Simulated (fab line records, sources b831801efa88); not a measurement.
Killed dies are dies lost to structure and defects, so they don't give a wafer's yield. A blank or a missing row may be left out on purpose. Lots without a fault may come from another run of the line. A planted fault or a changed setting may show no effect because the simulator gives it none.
fab line records | flow sky130
record lots=11 wafers=33 last_day=50
route steps=708 shown FIELD_ISO@25 METAL5@664 PASSIVATION@682 PAD_OPEN@708
lots that met no fault: from a run of the same line without faults
start_h: hours from the record's first day to the start of the lot's first wafer shown | wait_h: hours since the lot's step before | " the same as in the row above | L1.1+2: a row that stands for several wafers | - no value, or no start given | * or withheld: withheld | < > ~ a bound
route shown NAME@n: a module of which the file shows steps, and the number in the route of the first | usual: mean/standard deviation of fault-free wafers | same: alike in all rows | chamber/n: place in a boat | sites: the reading at each site | _std_site: their standard deviation | _edge_site: outer sites' mean less inner sites' | radius_mm: how far each site lies from the wafer's centre | mask NAME#n: copy n | behind: the tool/chamber that last shaped the wafer | hold: why the lot was held/for how many hours/how that ended | device: the transistor (n, p or np) that didn't switch | end of line: the same wafers' tests at the end of the route | a step without rows: its recipe alone | killed: dies lost to structure and defects at the first sort, not the wafer's yield | map: a wafer's dies, x killed, . not, _ none there
set.NAME: the setting as run; set.NAME@STEP: as run at that earlier step | model.NAME: the simulator's own value behind a step, which no gauge read
steps of the route over a sample of lots; a table a step, a row a wafer
services: from which hour (start_h, from the record's first day; less than 0 if before it) a tool's chamber was out of use, for how many hours, and why
## steps
# step SKY_FIELD_ISO_CVD_24
# recipe material=SiO2 target_thk_nm=595 temp_c=650 sigma_open_frac=0.3 time_s=99.2 sih4_flow_sccm=60 pressure_mtorr=6
# usual sih4_flow_sccm=59.98/0.17
# columns lot.wafer tool chamber start_h wait_h sih4_flow_sccm
L816.1 hdpcvd-01 1 35.01 0.1 60.03
L816.3 " 2 " " 60.32
L816.5 " 0 " " 59.94
L817.1 hdpcvd-02 1 39.56 0.1 59.69
L817.2 " 2 " " 60.02
L817.3 " 0 " " 59.68
L818.2 hdpcvd-02 0 43.63 0.0 60.22
L818.3 " 1 " " 59.91
L818.4 " 1 " " 60.12
L819.2 hdpcvd-02 1 47.92 0.0 60.18
L819.4 " 1 " " 59.86
L819.6 " 0 " " 60.02
L820.2 hdpcvd-01 0 54.23 0.0 59.93
L820.3 " 1 " " 60.01
L820.5 " 1 " " 59.56
L821.2 hdpcvd-01 1 58.61 0.0 59.87
L821.3 " 0 " " 60.03
L821.5 " 0 " " 59.95
L829.3 hdpcvd-01 0 103.52 0.0 60.11
L829.4 " 2 " " 59.96
L829.6 " 0 " " 60.37
L830.1 hdpcvd-02 0 108.86 0.1 60.03
L830.3 " 2 " " 59.92
L830.5 " 2 " " 59.67
L831.1 hdpcvd-01 0 108.86 0.1 59.86
L831.2 " 2 " " 60.09
L831.5 " 1 " " 60.18
L836.2 hdpcvd-02 1 135.95 0.0 59.96
L836.4 " 1 " " 60.08
L836.5 " 0 " " 60.06
L839.2 hdpcvd-02 1 152.09 0.0 60.04
L839.4 " 1 " " 59.92
L839.6 " 0 " " 59.68
# step SKY_METAL5_SPUTTER_03
# recipe material=Ti target_thk_nm=5 power_w=3000 time_s=3.3 chamber_pressure_pa=0.4
# usual throttle_valve_pct=30.0/1.1
# columns lot.wafer tool chamber start_h wait_h throttle_valve_pct
L818.2 pvd_sputter-02 - 1043.71 0.0 31.1
L818.3 " - " " 29.0
L818.4 " - " " 31.4
L817.1 pvd_sputter-04 - 1045.56 0.0 28.9
L817.2 " - " " 32.0
L817.3 " - " " 28.8
L816.1 pvd_sputter-02 - 1045.91 0.0 30.1
L816.3 " - " " 29.4
L816.5 " - " " 31.2
L820.2 pvd_sputter-02 - 1046.55 0.0 31.7
L820.3 " - " " 29.7
L820.5 " - " " 29.2
L821.2 pvd_sputter-04 - 1046.86 0.0 30.5
L821.3 " - " " 31.7
L821.5 " - " " 28.7
L819.2 pvd_sputter-01 - 1047.11 0.0 29.3
L819.4 " - " " 28.2
L819.6 " - " " 29.3
L829.3 pvd_sputter-02 - 1092.46 0.0 31.6
L829.4 " - " " 29.0
L829.6 " - " " 31.4
L831.1 pvd_sputter-02 - 1108.22 0.0 31.4
L831.2 " - " " 29.0
L831.5 " - " " 31.2
L830.1 pvd_sputter-02 - 1112.84 0.0 31.3
L830.3 " - " " 31.3
L830.5 " - " " 31.3
L839.2 pvd_sputter-02 - 1140.98 0.0 29.2
L839.4 " - " " 31.5
L839.6 " - " " 31.3
L836.2 pvd_sputter-04 - 1141.07 0.0 29.0
L836.4 " - " " 30.5
L836.5 " - " " 30.0
# step SKY_PASSIVATION_THK_MEAS_01
# recipe reads=SiO2_of_PASSIVATION_CVD_00
# usual PASSIVATION_CVD_00_THK=91.3/1.1
# columns lot.wafer tool chamber start_h wait_h PASSIVATION_CVD_00_THK[nm]
L818.2 film_metro-04 - 1065.89 - 90.0
L818.3 " - " " 91.2
L818.4 " - " " 92.5
L817.1 film_metro-04 - 1068.58 - 89.2
L817.2 " - " " 90.6
L817.3 " - " " 92.0
L816.1 film_metro-01 - 1068.73 - 90.6
L816.3 " - " " 90.3
L816.5 " - " " 91.8
L820.2 film_metro-04 - 1068.92 - 89.7
L820.3 " - " " 90.7
L820.5 " - " " 92.0
L819.2 film_metro-03 - 1069.28 - 90.6
L819.4 " - " " 91.1
L819.6 " - " " 92.1
L821.2 film_metro-01 - 1069.28 - 89.6
L821.3 " - " " 91.1
L821.5 " - " " 92.4
L829.3 film_metro-03 - 1115.29 - 91.5
L829.4 " - " " 92.1
L829.6 " - " " 91.8
L831.1 film_metro-01 - 1128.86 - 91.0
L831.2 " - " " 92.9
L831.5 " - " " 93.2
L830.1 film_metro-04 - 1133.40 - 91.7
L830.3 " - " " 90.4
L830.5 " - " " 92.7
L839.2 film_metro-04 - 1160.31 - 90.5
L839.4 " - " " 92.3
L839.6 " - " " 92.1
L836.2 film_metro-03 - 1160.40 - 90.5
L836.4 " - " " 92.3
L836.5 " - " " 91.4
# step SKY_PASSIVATION_CVD_02
# recipe material=Si3N4 target_thk_nm=540 temp_c=400 time_s=withheld rf_w=450
# usual heater_power_outer_w=403/62 heater_power_w=701/85 rf_fwd_power_W=449.3/1.4
# columns lot.wafer tool chamber start_h wait_h heater_power_outer_w heater_power_w rf_fwd_power_W
L818.2 pecvd-04 0 1065.94 0.0 469 794 450.5
L818.3 " 2 " " 461 785 446.4
L818.4 " 2 " " 468 796 448.0
L817.1 pecvd-03 1 1068.64 0.1 394 751 449.5
L817.2 " 0 " " 306 599 450.8
L817.3 " 0 " " 335 642 448.7
L816.1 pecvd-01 0 1068.79 0.1 455 779 449.7
L816.3 " 0 " " 479 794 450.6
L816.5 " 0 " " 492 824 449.6
L820.2 pecvd-04 0 1068.97 0.0 425 736 448.8
L820.3 " 1 " " 338 631 446.6
L820.5 " 0 " " 458 782 450.8
L819.2 pecvd-03 1 1069.33 0.0 372 685 447.4
L819.4 " 0 " " 310 599 450.4
L819.6 " 0 " " 329 631 450.2
L821.2 pecvd-04 0 1069.33 0.0 544 897 450.0
L821.3 " 1 " " 434 748 449.2
L821.5 " 1 " " 316 597 448.4
L829.3 pecvd-03 1 1115.33 0.0 405 743 450.6
L829.4 " 1 " " 314 604 450.1
L829.6 " 2 " " 364 682 448.3
L831.1 pecvd-01 2 1128.92 0.1 391 632 447.5
L831.2 " 0 " " 443 783 448.5
L831.5 " 0 " " 468 809 448.7
L830.1 pecvd-03 1 1133.46 0.1 332 625 449.6
L830.3 " 0 " " 356 669 446.7
L830.5 " 2 " " 325 610 449.2
L839.2 pecvd-03 2 1160.36 0.0 363 674 448.6
L839.4 " 2 " " 393 684 446.3
L839.6 " 0 " " 296 590 452.4
L836.2 pecvd-04 1 1160.45 0.0 376 687 450.3
L836.4 " 2 " " 465 816 449.4
L836.5 " 0 " " 414 737 450.3
# step SKY_PAD_OPEN_PROBE_99
# usual killed_at_M0_to_M3=42/6.6 killed_at_M4_up=3.0/1.7 killed_at_contacts=24/5.3 killed_at_front_end=15/4.5 killed_at_other=0.2/0.49 killed_dies=83/9 killed_open=45/6.9 killed_short=38/5.8
# same gross_dies=492 killed_at_back_side=0
# columns lot.wafer tool chamber start_h wait_h killed_at_M0_to_M3 killed_at_M4_up killed_at_contacts killed_at_front_end killed_at_other killed_dies killed_open killed_short
L817.1 prober-01 - 1113.26 0.1 36 7 21 11 0 75 28 47
L817.2 prober-01 - 1113.31 0.1 47 3 25 21 0 96 47 49
L817.3 prober-01 - 1113.36 0.2 42 6 23 13 0 84 39 45
L829.3 prober-02 - 1156.60 0.2 46 5 15 71 1 138 39 44
L829.4 prober-02 - 1156.65 0.2 39 2 17 75 2 135 44 31
L829.6 prober-02 - 1156.75 0.2 44 2 19 69 0 134 43 38
L831.1 prober-02 - 1168.09 0.1 49 5 18 65 0 137 44 34
L831.2 prober-02 - 1168.14 0.1 42 4 22 74 1 143 42 38
L831.5 prober-02 - 1168.29 0.2 52 4 16 81 0 153 42 42
L839.2 prober-02 - 1195.96 0.1 43 4 25 18 0 90 50 40
L839.4 prober-02 - 1196.06 0.2 43 2 29 14 1 89 52 37
L839.6 prober-02 - 1196.16 0.2 54 2 22 20 0 98 56 42
# killed by level:class
L817.1 VIA1:geometric_particle:short=9 METAL4:geometric_particle:short=7 LOCAL_INTERCONNECT:geometric_particle:short=6 VIA2:geometric_particle:open=6 POLY_GATE:geometric_particle:short=5 CONTACT:geometric_particle:open=5 LI_CONTACT:geometric_particle:open=4 METAL1:geometric_particle:short=4
L817.2 CONTACT:geometric_particle:open=10 VIA1:geometric_particle:open=10 FIELD_ISO:geometric_particle:short=8 CONTACT:geometric_particle:short=8 METAL1:geometric_particle:short=8 FIELD_ISO:geometric_particle:open=6 METAL2:geometric_particle:short=6 LOCAL_INTERCONNECT:geometric_particle:short=5
L817.3 VIA1:geometric_particle:open=10 CONTACT:geometric_particle:open=9 METAL1:geometric_particle:short=7 LOCAL_INTERCONNECT:geometric_particle:short=7 VIA2:geometric_particle:open=6 VIA2:geometric_particle:short=5 METAL4:geometric_particle:short=5 LI_CONTACT:geometric_particle:open=4
L829.3 FIELD_ISO:unspecified=55 VIA1:geometric_particle:open=13 CONTACT:geometric_particle:open=6 VIA2:geometric_particle:short=6 FIELD_ISO:geometric_particle:short=5 METAL2:geometric_particle:short=5 VIA2:geometric_particle:open=5 POLY_GATE:geometric_particle:short=4
L829.4 FIELD_ISO:unspecified=59 VIA1:geometric_particle:open=13 CONTACT:geometric_particle:open=7 VIA2:geometric_particle:open=7 VIA1:geometric_particle:short=6 FIELD_ISO:geometric_particle:short=4 LOCAL_INTERCONNECT:geometric_particle:short=4 METAL2:geometric_particle:short=4
L829.6 FIELD_ISO:unspecified=53 VIA3:geometric_particle:open=7 VIA1:geometric_particle:open=7 CONTACT:geometric_particle:short=6 POLY_GATE:geometric_particle:open=6 LI_CONTACT:geometric_particle:open=5 CONTACT:geometric_particle:open=5 VIA1:geometric_particle:short=5
L831.1 FIELD_ISO:unspecified=57 METAL2:geometric_particle:short=12 VIA1:geometric_particle:open=9 CONTACT:geometric_particle:open=8 VIA2:geometric_particle:open=6 METAL1:geometric_particle:short=5 VIA3:geometric_particle:open=5 POLY_GATE:geometric_particle:open=4
L831.2 FIELD_ISO:unspecified=61 VIA1:geometric_particle:open=12 LI_CONTACT:geometric_particle:open=9 CONTACT:geometric_particle:open=7 METAL2:geometric_particle:short=7 POLY_GATE:geometric_particle:short=5 VIA2:geometric_particle:open=5 METAL1:geometric_particle:short=4
L831.5 FIELD_ISO:unspecified=69 VIA1:geometric_particle:open=10 VIA1:geometric_particle:short=8 VIA3:geometric_particle:open=8 METAL1:geometric_particle:short=6 CONTACT:geometric_particle:open=5 VIA2:geometric_particle:open=5 METAL3:geometric_particle:short=5
L839.2 FIELD_ISO:geometric_particle:open=10 LI_CONTACT:geometric_particle:open=9 CONTACT:geometric_particle:open=8 VIA3:geometric_particle:open=8 VIA2:geometric_particle:open=8 METAL2:geometric_particle:short=7 METAL1:geometric_particle:short=6 VIA3:geometric_particle:short=5
L839.4 CONTACT:geometric_particle:open=15 FIELD_ISO:geometric_particle:open=8 LI_CONTACT:geometric_particle:open=6 VIA1:geometric_particle:open=6 METAL2:geometric_particle:short=6 VIA2:geometric_particle:open=6 FIELD_ISO:geometric_particle:short=5 CONTACT:geometric_particle:short=5
L839.6 VIA1:geometric_particle:open=12 VIA3:geometric_particle:open=10 FIELD_ISO:geometric_particle:short=9 VIA2:geometric_particle:open=9 CONTACT:geometric_particle:open=8 METAL1:geometric_particle:short=6 POLY_GATE:geometric_particle:short=5 CONTACT:geometric_particle:short=5
## services
# columns tool chamber start_h hours kind
pecvd-03 1 34.20 18.2 repair
hdpcvd-02 0 62.11 6.4 repair
hdpcvd-01 - 66.75 15.0 pm
hdpcvd-02 - 81.75 2.8 pm
pecvd-03 - 115.31 0.5 repair
hdpcvd-02 - 162.04 1.1 repair
hdpcvd-01 - 163.14 5.5 pm
hdpcvd-02 - 218.50 6.0 pm
pvd_sputter-02 - 258.91 1.8 repair
pecvd-03 - 267.44 0.9 repair
pvd_sputter-02 - 308.13 1.2 repair
pecvd-03 - 351.63 14.6 pm
hdpcvd-02 - 366.25 15.0 pm
hdpcvd-01 - 409.72 0.5 repair
hdpcvd-01 - 431.99 2.8 repair
hdpcvd-01 - 440.67 1.5 repair
hdpcvd-02 2 495.30 4.7 repair
pvd_sputter-02 - 496.48 0.5 repair
hdpcvd-02 1 612.92 5.2 repair
hdpcvd-02 2 640.82 1.9 repair
hdpcvd-02 1 676.36 12.3 repair
hdpcvd-02 - 805.15 1.4 repair
pvd_sputter-02 - 908.35 4.1 repair
hdpcvd-02 - 950.25 15.0 pm
## key
first_sign step=SKY_PAD_OPEN_PROBE_99 reading=killed_at_front_end direction=up sigmas=13 usual=15 struck=72
effect step=SKY_PAD_OPEN_PROBE_99 reading=killed_dies direction=up sigmas=6.3 usual=83 struck=140
met_at SKY_FIELD_ISO_CVD_24
struck_lots L829,L831
tester_left_out L829,L831
not_acting_at SKY_METAL5_SPUTTER_03,SKY_PASSIVATION_THK_MEAS_01,SKY_PASSIVATION_CVD_02
onset_between 58.61 103.52
fault kind=chamber_particle_source tool=hdpcvd-01 chamber=- onset_h=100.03 steps=SKY_FIELD_ISO_CVD_24 rate_per_visit_cm2=1.6866 end_h=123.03
# tester_left_out: of these lots the tester's yield and bins aren't shown, on N5 and GAA mostly nor the transistor test; their killed dies are dies lost to structure and defects alone, not to doping, threshold or leakage, so they don't give the yield
